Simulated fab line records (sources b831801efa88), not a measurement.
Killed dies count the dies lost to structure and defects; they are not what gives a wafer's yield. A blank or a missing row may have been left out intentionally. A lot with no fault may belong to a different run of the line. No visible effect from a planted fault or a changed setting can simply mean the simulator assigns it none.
Which tool did it? ; flow gf180mcu ; 39 wafers from 13 lots sampled at 4 of the route's 602 steps

## WHAT EACH GAUGE READ, for each wafer
GF_LVPWELL_TW_MEAS_11.
lot;measured;on;LVPWELL_TW
L758;day 4 02:42;film-metro-04;565 562 559
L759;day 4 06:13;film-metro-03;557 555 558
L760;day 4 07:26;film-metro-04;563 562 564
L761;day 4 11:43;film-metro-04;564 563 561
L762;day 5 02:17;film-metro-02;556 553 557
L763;day 5 05:50;film-metro-02;559 557 555
L764;day 5 09:14;film-metro-04;564 565 567
L765;day 5 17:01;film-metro-02;554 553 548
L766;day 6 01:03;film-metro-04;562 566 565
L767;day 6 04:41;film-metro-03;561 561 562
L774;day 7 17:38;film-metro-03;556 561 560
L776;day 8 04:24;film-metro-04;569 568 568
L780;day 9 01:36;film-metro-03;556 558 559

## WHAT TOOL EACH LOT RAN ON (gives the tool, then ch and the chambers of the sampled wafers, and finally the start)
lot;GF_STI_ETCH_14;GF_DNWELL_STRIP_08;GF_LVPWELL_SOFTBAKE_03
L758;rie-si-01 ch 0,2,3, day 2 03:16;plasma-asher-01 ch 0,1, day 3 01:17;litho-track-02 ch 0, day 3 20:01
L759;rie-si-02 ch 0,2,3, day 2 08:10;plasma-asher-02 ch 0,1, day 3 04:56;litho-track-01 ch 0, day 3 23:29
L760;rie-si-01 ch 0,1,3, day 2 14:31;plasma-asher-01 ch 0,1, day 3 07:04;litho-track-01 ch 0, day 4 00:44
L761;rie-si-02 ch 0,1,3, day 2 16:28;plasma-asher-01 ch 0,1, day 3 09:11;litho-track-02 ch 0, day 4 03:52
L762;rie-si-02 ch 0,2,3, day 3 00:02;plasma-asher-04 ch 0,1, day 3 22:44;litho-track-04 ch 0, day 4 17:55
L763;rie-si-01 ch 0,2,3, day 3 05:17;plasma-asher-04 ch 0,1, day 4 01:26;litho-track-01 ch 0, day 4 22:11
L764;rie-si-02 ch 0,3, day 3 07:52;plasma-asher-01 ch 0,1, day 4 05:38;litho-track-01 ch 0, day 5 02:08
L765;rie-si-01 ch 0,1,3, day 3 13:01;plasma-asher-01 ch 0,1, day 4 12:05;litho-track-01 ch 0, day 5 09:02
L766;rie-si-01 ch 0,1, day 3 18:11;plasma-asher-02 ch 0,1, day 4 18:35;litho-track-04 ch 0, day 5 17:04
L767;rie-si-02 ch 0,1,3, day 3 23:08;plasma-asher-04 ch 0,1, day 4 23:29;litho-track-04 ch 0, day 5 21:19
L774;rie-si-02 ch 1,3, day 5 13:40;plasma-asher-02 ch 1, day 6 09:25;litho-track-01 ch 0, day 7 09:11
L776;rie-si-01 ch 0,1,3, day 5 23:22;plasma-asher-04 ch 0,1, day 6 19:03;litho-track-01 ch 0, day 7 19:55
L780;rie-si-02 ch 0,2,3, day 6 19:52;plasma-asher-02 ch 0,1, day 7 15:58;litho-track-04 ch 0, day 8 17:29
- GF_STI_ETCH_14: etches Si in HBr/Cl2/O2, target depth 360 nm, time 102.9 s.
- GF_DNWELL_STRIP_08: strips in O2/N2.
- GF_LVPWELL_SOFTBAKE_03

## WHAT THE TOOLS THEMSELVES READ (means of the sampled wafers that have a number; where no wafer has one, the mark that the record gives instead)
GF_STI_ETCH_14.
lot;tool;drypump-motor-current-A (A);oes-product-au (a.u.);throttle-valve-pct (%)
L758;rie-si-01;5.2;0.992;25.659
L759;rie-si-02;5.6;1.013;25.644
L760;rie-si-01;5.2;0.994;25.666
L761;rie-si-02;5.9;1.011;25.656
L762;rie-si-02;5.6;1.013;25.651
L763;rie-si-01;5.2;0.990;25.655
L764;rie-si-02;5.9;1.021;25.650
L765;rie-si-01;5.2;1.003;25.655
L766;rie-si-01;5.2;1.001;25.660
L767;rie-si-02;5.9;1.019;25.644
L774;rie-si-02;5.9;1.015;25.638
L776;rie-si-01;5.2;0.991;25.662
L780;rie-si-02;5.6;1.018;25.645

GF_DNWELL_STRIP_08.
lot;tool;drypump-motor-current-A (A);heater-power-w (W);oes-product-au (a.u.);strip-time-to-endpoint-s (s)
L758;plasma-asher-01;5.51;310;0.719;36.85
L759;plasma-asher-02;5.91;352;0.723;36.95
L760;plasma-asher-01;5.50;314;0.725;36.96
L761;plasma-asher-01;5.50;314;0.721;36.84
L762;plasma-asher-04;5.78;323;0.718;36.87
L763;plasma-asher-04;5.59;339;0.718;36.97
L764;plasma-asher-01;5.56;317;0.722;36.87
L765;plasma-asher-01;5.53;317;0.723;36.82
L766;plasma-asher-02;5.75;356;0.722;36.85
L767;plasma-asher-04;5.80;325;0.721;37.06
L774;plasma-asher-02;5.61;354;0.718;36.91
L776;plasma-asher-04;5.61;339;0.720;37.06
L780;plasma-asher-02;5.92;356;0.723;37.02

GF_LVPWELL_SOFTBAKE_03.
lot;tool;exhaust-pa (Pa);heater-power-total-W (W);plate-temp-C (C)
L758;litho-track-02;44.9;65.27;109.96
L759;litho-track-01;44.1;65.26;109.87
L760;litho-track-01;45.1;65.36;109.89
L761;litho-track-02;45.1;65.33;110.04
L762;litho-track-04;44.3;65.36;109.88
L763;litho-track-01;44.3;65.39;109.83
L764;litho-track-01;45.6;65.32;109.90
L765;litho-track-01;45.7;65.35;109.83
L766;litho-track-04;45.1;65.43;110.00
L767;litho-track-04;46.1;65.22;110.00
L774;litho-track-01;44.4;64.71;108.98
L776;litho-track-01;44.9;64.52;109.19
L780;litho-track-04;44.8;65.29;109.92

## THE ANSWER, worked out from the rows above alone
Rule: the usual values come from the lots themselves. Put in order of their means at a reading, lots are off if they are a third of the lots or fewer, leave a main group of 4 or more, and stand apart from it by a gap of 3 or more times the standard deviation of the main group's means; of several such gaps the widest counts. A main group whose means are all the same, to the digits that the tables above print for the reading, isn't used. A lot without any number at a reading at which 4 lots or more have one is off too. Any other lot the step has rows for is counted as sound. Order of review: gauges by route order, followed by the tools' own readings, for which a lot's mean as printed above is used. The first step at which some lot is off is used, and at that step the reading that is off furthest; a lot without a number counts as furthest.
Off: L774, L776 (GF_LVPWELL_SOFTBAKE_03, plate-temp-C). The main group: mean 109.92 C, standard deviation 0.068.
A tool fits if, at that step or a process step before it, it ran every lot that is off, and no sound lot after the first of them. One fits: litho-track-01 at GF_LVPWELL_SOFTBAKE_03. Its last sound lot is L765 (day 5 09:02), its first lot that is off L774 (day 7 09:11): a fault that began between those two fits.
The tool's own readings at GF_LVPWELL_SOFTBAKE_03 bear it out: on the lots that are off they differ by more than 5 times the standard deviation of the sound lots' means. heater-power-total-W reads 64.61 W there against 65.33 W on the sound lots; plate-temp-C reads 109.09 C there against 109.92 C on the sound lots.

## WHAT THE SIMULATOR PUT IN
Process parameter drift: litho-track-01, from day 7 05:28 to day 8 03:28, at GF_LVPWELL_SOFTBAKE_03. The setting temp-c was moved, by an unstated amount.
Lots struck among those shown: L774, L776. The rule above reached the same finding.
